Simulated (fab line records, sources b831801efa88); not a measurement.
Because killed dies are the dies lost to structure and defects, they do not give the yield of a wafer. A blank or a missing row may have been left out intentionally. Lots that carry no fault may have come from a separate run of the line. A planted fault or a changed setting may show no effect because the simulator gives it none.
What tool caused it? ; flow gf180mcu ; Sampling: 24 lots, 72 wafers, 6 of 602 route steps

## WHAT THE GAUGES SHOWED, per wafer
GF_V2_BOW_MEAS_05.
lot;measured;on;V2_BOW (um)
L074;day 19 15:20;filmMetro-01;105 96 108
L075;day 20 00:49;filmMetro-04;112 105 109
L076;day 20 07:42;filmMetro-04;90 113 103
L077;day 20 15:41;filmMetro-01;96 89 86
L078;day 20 18:13;filmMetro-04;102 95 109
L079;day 21 11:36;filmMetro-03;101 99 104
L080;day 21 12:16;filmMetro-04;96 107 100
L081;day 22 00:25;filmMetro-01;88 83 96
L082;day 22 06:31;filmMetro-04;104 114 103
L083;day 22 13:14;filmMetro-03;91 93 101
L084;day 22 20:53;filmMetro-01;101 109 98
L085;day 23 07:02;filmMetro-04;102 102 97
L086;day 23 15:28;filmMetro-03;96 101 95
L087;day 24 06:14;filmMetro-01;110 104 89
L088;day 24 10:37;filmMetro-04;108 98 103
L089;day 24 18:32;filmMetro-03;108 97 98
L090;day 25 00:25;filmMetro-01;102 103 104
L091;day 25 07:44;filmMetro-03;90 89 92
L092;day 25 16:10;filmMetro-01;87 97 88
L093;day 26 00:10;filmMetro-03;94 97 96
L094;day 26 08:35;filmMetro-01;102 104 94
L095;day 26 13:25;filmMetro-04;116 111 109
L096;day 26 22:38;filmMetro-01;98 93 102
L097;day 27 00:22;filmMetro-04;85 90 84

GF_V2_RS_MEAS_24: measurement is done with a four-point probe.
lot;measured;on;V2_W_RS (ohm/sq)
L074;day 20 16:50;filmMetro-01;0.331 0.327 0.331
L075;day 21 02:06;filmMetro-03;0.337 0.332 0.331
L076;day 21 08:37;filmMetro-01;0.324 0.335 0.328
L077;day 21 16:14;filmMetro-01;0.326 0.326 0.321
L078;day 21 19:12;filmMetro-04;0.335 0.325 0.336
L079;day 22 12:50;filmMetro-03;0.323 0.324 0.324
L080;day 22 12:38;filmMetro-04;0.323 0.326 0.327
L081;day 23 00:43;filmMetro-03;0.331 0.334 0.330
L082;day 23 07:05;filmMetro-03;0.330 0.328 0.329
L083;day 23 13:37;filmMetro-01;0.328 0.331 0.333
L084;day 23 20:28;filmMetro-03;0.328 0.332 0.330
L085;day 24 06:55;filmMetro-04;0.328 0.336 0.328
L086;day 24 15:17;filmMetro-01;0.330 0.332 0.333
L087;day 25 05:03;filmMetro-01;0.333 0.335 0.328
L088;day 25 08:54;filmMetro-01;0.340 0.330 0.337
L089;day 25 17:09;filmMetro-01;0.327 0.315 0.325
L090;day 25 22:29;filmMetro-01;0.338 0.326 0.325
L091;day 26 05:55;filmMetro-01;0.330 0.320 0.328
L092;day 26 14:01;filmMetro-04;0.326 0.332 0.320
L093;day 26 22:16;filmMetro-04;0.318 0.330 0.331
L094;day 27 06:13;filmMetro-01;0.328 0.330 0.331
L095;day 27 11:14;filmMetro-03;0.322 0.322 0.331
L096;day 27 19:29;filmMetro-03;0.333 0.338 0.333
L097;day 27 21:49;filmMetro-04;0.341 0.336 0.334

GF_V4_CD_MEAS_14: the cd target is 260 nm.
lot;measured;on;cdNm (nm)
L074;day 24 19:44;cdSem-02;257.5 258.0 258.2
L075;day 25 01:26;cdSem-01;263.0 263.2 263.6
L076;day 25 08:13;cdSem-01;261.2 261.5 259.4
L077;day 25 15:26;cdSem-01;259.5 260.7 259.9
L078;day 25 17:24;cdSem-01;261.5 262.2 261.6
L079;day 26 08:35;cdSem-02;260.7 259.5 258.7
L080;day 26 07:56;cdSem-01;259.4 258.8 258.0
L081;day 26 21:19;cdSem-02;262.6 262.4 261.2
L082;day 27 02:05;cdSem-02;260.0 260.7 259.6
L083;day 27 06:01;cdSem-02;259.8 259.8 260.2
L084;day 27 16:50;cdSem-02;258.6 258.5 257.5
L085;day 27 21:42;cdSem-02;257.6 258.3 259.7
L086;day 28 07:07;cdSem-01;259.0 260.1 259.7
L087;day 28 18:04;cdSem-02;260.9 261.2 261.7
L088;day 28 22:51;cdSem-02;259.8 259.5 259.4
L089;day 29 06:45;cdSem-02;259.8 259.4 259.5
L090;day 29 11:02;cdSem-02;261.3 259.9 260.2
L091;day 29 17:40;cdSem-01;257.7 257.8 258.1
L092;day 30 01:07;cdSem-01;259.7 259.4 260.1
L093;day 30 09:02;cdSem-02;259.7 260.7 261.4
L094;day 30 16:58;cdSem-02;261.2 261.5 261.2
L095;day 30 20:11;cdSem-01;260.4 260.2 260.5
L096;day 31 04:22;cdSem-01;259.3 259.8 261.0
L097;day 31 06:45;cdSem-01;261.2 261.2 260.2

GF_PASSIVATION_BOW_MEAS_14.
lot;measured;on;PASSIVATION_BOW (um)
L074;day 29 11:22;filmMetro-03;145 135 150
L075;day 29 14:40;filmMetro-04;150 144 148
L076;day 29 20:52;filmMetro-04;131 158 150
L077;day 30 03:54;filmMetro-03;138 133 128
L078;day 30 05:25;filmMetro-04;143 138 152
L079;day 30 18:58;filmMetro-03;129 129 135
L080;day 30 17:51;filmMetro-03;132 144 140
L081;day 31 05:16;filmMetro-01;125 119 137
L082;day 31 10:04;filmMetro-04;141 153 143
L083;day 31 13:33;filmMetro-04;138 140 146
L084;day 31 22:43;filmMetro-01;137 145 135
L085;day 32 03:40;filmMetro-04;139 139 136
L086;day 32 10:56;filmMetro-04;124 127 123
L087;day 32 18:47;filmMetro-04;164 159 143
L088;day 32 23:23;filmMetro-01;124 114 118
L089;day 33 07:49;filmMetro-01;151 142 145
L090;day 33 09:28;filmMetro-03;129 130 128
L091;day 33 15:52;filmMetro-04;128 126 128
L092;day 33 22:08;filmMetro-01;124 134 126
L093;day 34 04:32;filmMetro-01;121 126 127
L094;day 34 10:41;filmMetro-04;143 144 132
L095;day 34 12:40;filmMetro-01;151 147 147
L096;day 34 20:32;filmMetro-03;139 135 146
L097;day 34 22:28;filmMetro-03;119 124 119

## WHICH TOOL RAN EACH LOT (tool, then ch and the chambers of the sampled wafers, then the start)
lot;GF_V4_SPUTTER_22;GF_MIM_SPUTTER_04
L074;pvdSputter-02, day 24 20:37;pvdSputter-03, day 25 00:25
L075;pvdSputter-02, day 25 02:20;pvdSputter-03, day 25 03:10
L076;pvdSputter-03, day 25 09:05;pvdSputter-03, day 25 09:54
L077;pvdSputter-03, day 25 16:20;pvdSputter-04, day 25 17:08
L078;pvdSputter-02, day 25 18:17;pvdSputter-04, day 25 19:07
L079;pvdSputter-03, day 26 09:32;pvdSputter-01, day 26 10:20
L080;pvdSputter-03, day 26 08:48;pvdSputter-01, day 26 09:37
L081;pvdSputter-01, day 26 22:13;pvdSputter-03, day 26 23:05
L082;pvdSputter-02, day 27 03:00;pvdSputter-04, day 27 03:49
L083;pvdSputter-02, day 27 06:52;pvdSputter-03, day 27 07:40
L084;pvdSputter-01, day 27 17:44;pvdSputter-03, day 27 18:32
L085;pvdSputter-01, day 27 22:34;pvdSputter-04, day 27 23:22
L086;pvdSputter-01, day 28 08:00;pvdSputter-04, day 28 08:49
L087;pvdSputter-02, day 28 18:56;pvdSputter-03, day 28 19:51
L088;pvdSputter-01, day 28 23:47;pvdSputter-03, day 29 00:35
L089;pvdSputter-01, day 29 07:34;pvdSputter-04, day 29 08:23
L090;pvdSputter-02, day 29 12:02;pvdSputter-04, day 29 12:50
L091;pvdSputter-02, day 29 18:35;pvdSputter-04, day 29 19:23
L092;pvdSputter-01, day 30 01:59;pvdSputter-03, day 30 02:47
L093;pvdSputter-01, day 30 09:52;pvdSputter-04, day 30 10:41
L094;pvdSputter-02, day 30 17:51;pvdSputter-03, day 30 18:40
L095;pvdSputter-01, day 30 21:05;pvdSputter-03, day 30 21:53
L096;pvdSputter-03, day 31 05:16;pvdSputter-04, day 31 06:04
L097;pvdSputter-01, day 31 07:39;pvdSputter-04, day 31 08:28
- GF_V4_SPUTTER_22: material TiN, target thk 10 nm, time 40 s.
- GF_MIM_SPUTTER_04: material TiN, target thk 50 nm, time 41.7 s.

## WHAT THE TOOLS THEMSELVES READ (means of the sampled wafers that have a number; where no wafer has one, the mark that the record gives instead)
GF_V4_SPUTTER_22.
lot;tool;throttleValvePct (%)
L074;pvdSputter-02;30.4
L075;pvdSputter-02;30.4
L076;pvdSputter-03;29.3
L077;pvdSputter-03;30.3
L078;pvdSputter-02;30.1
L079;pvdSputter-03;30.1
L080;pvdSputter-03;29.2
L081;pvdSputter-01;30.2
L082;pvdSputter-02;30.5
L083;pvdSputter-02;31.3
L084;pvdSputter-01;30.2
L085;pvdSputter-01;29.9
L086;pvdSputter-01;29.7
L087;pvdSputter-02;29.9
L088;pvdSputter-01;30.6
L089;pvdSputter-01;30.2
L090;pvdSputter-02;30.6
L091;pvdSputter-02;30.9
L092;pvdSputter-01;30.3
L093;pvdSputter-01;29.5
L094;pvdSputter-02;30.5
L095;pvdSputter-01;29.8
L096;pvdSputter-03;30.2
L097;pvdSputter-01;29.6

GF_MIM_SPUTTER_04.
lot;tool;throttleValvePct (%)
L074;pvdSputter-03;30.0
L075;pvdSputter-03;29.5
L076;pvdSputter-03;30.3
L077;pvdSputter-04;30.7
L078;pvdSputter-04;30.8
L079;pvdSputter-01;29.9
L080;pvdSputter-01;30.2
L081;pvdSputter-03;29.7
L082;pvdSputter-04;31.1
L083;pvdSputter-03;30.0
L084;pvdSputter-03;30.6
L085;pvdSputter-04;30.6
L086;pvdSputter-04;29.6
L087;pvdSputter-03;29.5
L088;pvdSputter-03;30.0
L089;pvdSputter-04;29.2
L090;pvdSputter-04;29.8
L091;pvdSputter-04;30.7
L092;pvdSputter-03;29.7
L093;pvdSputter-04;30.6
L094;pvdSputter-03;29.9
L095;pvdSputter-03;30.6
L096;pvdSputter-04;29.5
L097;pvdSputter-04;30.1

## THE ANSWER, worked out from the rows above alone
Rule: the lots themselves supply what counts as usual. The widest of any qualifying gaps counts: lots, ordered by their means at a reading, are off when they make up no more than a third of the lots, leave a main group of 4 or more, and stand apart from it by 3 or more times the standard deviation of that group's means. The tables above print the reading to a certain number of digits; a main group whose means all agree to those digits is not used. Also off: a lot with no number at a reading for which 4 or more lots have one. Where the step has rows for the other lots, those lots are counted as sound. After the gauges, taken in route order, come the tools' own readings; for these a lot's mean is taken, as printed above. The first step at which some lot is off is used, and at that step the reading that is off furthest; a lot without a number counts as furthest.
No lot is off on any of the readings shown, so nothing can be concluded from this.

## WHAT THE SIMULATOR HAD INSERTED
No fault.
